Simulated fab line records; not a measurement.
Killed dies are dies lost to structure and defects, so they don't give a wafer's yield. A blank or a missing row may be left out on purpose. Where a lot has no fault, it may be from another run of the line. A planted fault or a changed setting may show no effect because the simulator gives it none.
Chamber matching || flow gf180mcu || GF_POLY_GATE_ETCH_12 on rieDiel-02 has 4 sister chambers
The step etches BARC in N2/H2. 16 wafers are shown with their chamber, then 8 later ones without.

WAFERS WITH THEIR CHAMBER
{"wafer": "L329.2", "chamber": 0, "drypumpMotorCurrentA (A)": 6.1, "throttleValvePct (%)": 13.206, "oesProductAu (a.u.)": 0.743}
{"wafer": "L329.3", "chamber": 3, "drypumpMotorCurrentA (A)": 6.2, "throttleValvePct (%)": 13.211, "oesProductAu (a.u.)": 0.737}
{"wafer": "L329.6", "chamber": 0, "drypumpMotorCurrentA (A)": 6.1, "throttleValvePct (%)": 13.224, "oesProductAu (a.u.)": 0.739}
{"wafer": "L330.2", "chamber": 0, "drypumpMotorCurrentA (A)": 6.0, "throttleValvePct (%)": 13.226, "oesProductAu (a.u.)": 0.736}
{"wafer": "L330.3", "chamber": 3, "drypumpMotorCurrentA (A)": 6.2, "throttleValvePct (%)": 13.225, "oesProductAu (a.u.)": 0.736}
{"wafer": "L330.4", "chamber": 1, "drypumpMotorCurrentA (A)": 5.7, "throttleValvePct (%)": 13.200, "oesProductAu (a.u.)": 0.733}
{"wafer": "L333.2", "chamber": 0, "drypumpMotorCurrentA (A)": 6.0, "throttleValvePct (%)": 13.206, "oesProductAu (a.u.)": 0.734}
{"wafer": "L333.4", "chamber": 2, "drypumpMotorCurrentA (A)": 5.7, "throttleValvePct (%)": 13.210, "oesProductAu (a.u.)": 0.729}
{"wafer": "L333.6", "chamber": 0, "drypumpMotorCurrentA (A)": 6.0, "throttleValvePct (%)": 13.209, "oesProductAu (a.u.)": 0.736}
{"wafer": "L341.1", "chamber": 2, "drypumpMotorCurrentA (A)": 5.7, "throttleValvePct (%)": 13.210, "oesProductAu (a.u.)": 0.738}
{"wafer": "L341.5", "chamber": 3, "drypumpMotorCurrentA (A)": 6.2, "throttleValvePct (%)": 13.238, "oesProductAu (a.u.)": 0.731}
{"wafer": "L341.6", "chamber": 0, "drypumpMotorCurrentA (A)": 6.1, "throttleValvePct (%)": 13.210, "oesProductAu (a.u.)": 0.737}
{"wafer": "L346.4", "chamber": 1, "drypumpMotorCurrentA (A)": 5.7, "throttleValvePct (%)": 13.230, "oesProductAu (a.u.)": 0.738}
{"wafer": "L346.5", "chamber": 1, "drypumpMotorCurrentA (A)": 5.7, "throttleValvePct (%)": 13.224, "oesProductAu (a.u.)": 0.733}
{"wafer": "L346.6", "chamber": 0, "drypumpMotorCurrentA (A)": 6.1, "throttleValvePct (%)": 13.222, "oesProductAu (a.u.)": 0.748}
{"wafer": "L347.3", "chamber": 1, "drypumpMotorCurrentA (A)": 5.7, "throttleValvePct (%)": 13.213, "oesProductAu (a.u.)": 0.741}

SIGNATURES (means of the wafers above)
{"reading": "drypumpMotorCurrentA", "chamber 0": 6.057, "chamber 1": 5.700, "chamber 2": 5.700, "chamber 3": 6.200, "scatter within a chamber": 0.0378}
{"reading": "throttleValvePct", "chamber 0": 13.21471, "chamber 1": 13.21675, "chamber 2": 13.21000, "chamber 3": 13.22467, "scatter within a chamber": 0.0106}
{"reading": "oesProductAu", "chamber 0": 0.73900, "chamber 1": 0.73625, "chamber 2": 0.73350, "chamber 3": 0.73467, "scatter within a chamber": 0.00458}
Rule: a wafer lies at a distance from a chamber equal to the root of the sum of squares, over the readings, of (its reading less the chamber's mean, divided by the reading's scatter). If the next closest chamber is less than 2 further off than the closest, the wafer can't be placed; otherwise it belongs to the closest. How the scatter is found: for the shown wafers, subtract from each reading the mean of its chamber, square and add these, divide the total by (wafers less chambers), then take the root.

WAFERS WITH NO CHAMBER GIVEN
{"wafer": "L347.4", "drypumpMotorCurrentA (A)": 6.1, "throttleValvePct (%)": 13.212, "oesProductAu (a.u.)": 0.732}
{"wafer": "L347.6", "drypumpMotorCurrentA (A)": 5.7, "throttleValvePct (%)": 13.214, "oesProductAu (a.u.)": 0.738}
{"wafer": "L348.1", "drypumpMotorCurrentA (A)": 6.2, "throttleValvePct (%)": 13.207, "oesProductAu (a.u.)": 0.732}
{"wafer": "L348.3", "drypumpMotorCurrentA (A)": 5.7, "throttleValvePct (%)": 13.211, "oesProductAu (a.u.)": 0.740}
{"wafer": "L348.5", "drypumpMotorCurrentA (A)": 6.2, "throttleValvePct (%)": 13.211, "oesProductAu (a.u.)": 0.741}
{"wafer": "L352.1", "drypumpMotorCurrentA (A)": 6.1, "throttleValvePct (%)": 13.210, "oesProductAu (a.u.)": 0.736}
{"wafer": "L352.4", "drypumpMotorCurrentA (A)": 5.7, "throttleValvePct (%)": 13.216, "oesProductAu (a.u.)": 0.744}
{"wafer": "L352.5", "drypumpMotorCurrentA (A)": 6.1, "throttleValvePct (%)": 13.223, "oesProductAu (a.u.)": 0.729}

CHAMBER TAKEN BY EACH
{"wafer": "L347.4", "from the rows above": "can't be placed: 0 or 3", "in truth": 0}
{"wafer": "L347.6", "from the rows above": "can't be placed: 1 or 2", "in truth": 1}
{"wafer": "L348.1", "from the rows above": 3, "in truth": 3}
{"wafer": "L348.3", "from the rows above": "can't be placed: 1 or 2", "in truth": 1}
{"wafer": "L348.5", "from the rows above": "can't be placed: 3 or 0", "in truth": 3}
{"wafer": "L352.1", "from the rows above": "can't be placed: 0 or 3", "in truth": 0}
{"wafer": "L352.4", "from the rows above": "can't be placed: 1 or 2", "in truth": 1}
{"wafer": "L352.5", "from the rows above": "can't be placed: 0 or 3", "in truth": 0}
1 of 8 placed correctly. Unplaceable from these rows: 7, with the true chamber sitting among the candidates in 7. Wrongly placed: 0.
